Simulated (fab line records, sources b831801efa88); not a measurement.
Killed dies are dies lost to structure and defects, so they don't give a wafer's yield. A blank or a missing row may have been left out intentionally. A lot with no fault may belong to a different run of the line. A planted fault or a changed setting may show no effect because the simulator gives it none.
Which tool was responsible?    flow gf180mcu    6 lots with 18 wafers sampled at 3 steps, on a route of 602 steps

## WHAT THE GAUGES SHOWED, per wafer
GF_V5_THK_MEAS_01.
lot   measured      on             V5_CVD_00_THK (nm)
L663  day 26 17:58  film-metro-01  296 301 299
L665  day 27 12:16  film-metro-04  585 598 605
L671  day 28 22:48  film-metro-04  603 583 602
L679  day 31 08:53  film-metro-03  289 301 295
L682  day 32 03:58  film-metro-01  298 296 301
L684  day 32 16:04  film-metro-04  301 297 301

## WHAT TOOL EACH LOT RAN ON (gives the tool, then ch and the chambers of the sampled wafers, and finally the start)
lot   GF_M5_STRIP_11                        GF_V5_CVD_00
L663  plasma-asher-01 ch 0,1, day 26 17:23  hdpcvd-02 ch 0,1,2, day 26 17:55
L665  plasma-asher-03 ch 0,1, day 27 11:21  hdpcvd-01 ch 0,2, day 27 11:53
L671  plasma-asher-02 ch 0,1, day 28 22:00  hdpcvd-01 ch 1,2, day 28 22:32
L679  plasma-asher-02 ch 0,1, day 31 08:12  hdpcvd-01 ch 0,1,2, day 31 08:51
L682  plasma-asher-01 ch 0,1, day 32 03:21  hdpcvd-02 ch 1,2, day 32 03:55
L684  plasma-asher-03 ch 0,1, day 32 15:27  hdpcvd-02 ch 0,1,2, day 32 16:01
- GF_M5_STRIP_11: strips in O2/N2.
- GF_V5_CVD_00: deposits SiO2, target thk 300 nm, time 50 s.

## THE ANSWER, worked out from the rows above alone
Rule: usual is defined by the lots themselves. Put in order of their means at a reading, lots are off if they are a third of the lots or fewer, leave a main group of 4 or more, and stand apart from it by a gap of 3 or more times the standard deviation of the main group's means; of several such gaps the widest counts. If all means in a main group match to the digits the tables above print for the reading, that group is not used. Also off: a lot with no number at a reading for which 4 or more lots have one. The other lots that the step has rows for count as sound.
Off: L665, L671, seen at GF_V5_THK_MEAS_01 (V5_CVD_00_THK). The main group: mean 298 nm, standard deviation 1.8.
If a tool, at a process step before that reading, ran all the lots that are off and no sound lot after the first of them, it fits. The gauges at GF_V5_THK_MEAS_01 are tried like those tools. None of those tried fits.

## WHAT HAD BEEN PUT IN BY THE SIMULATOR
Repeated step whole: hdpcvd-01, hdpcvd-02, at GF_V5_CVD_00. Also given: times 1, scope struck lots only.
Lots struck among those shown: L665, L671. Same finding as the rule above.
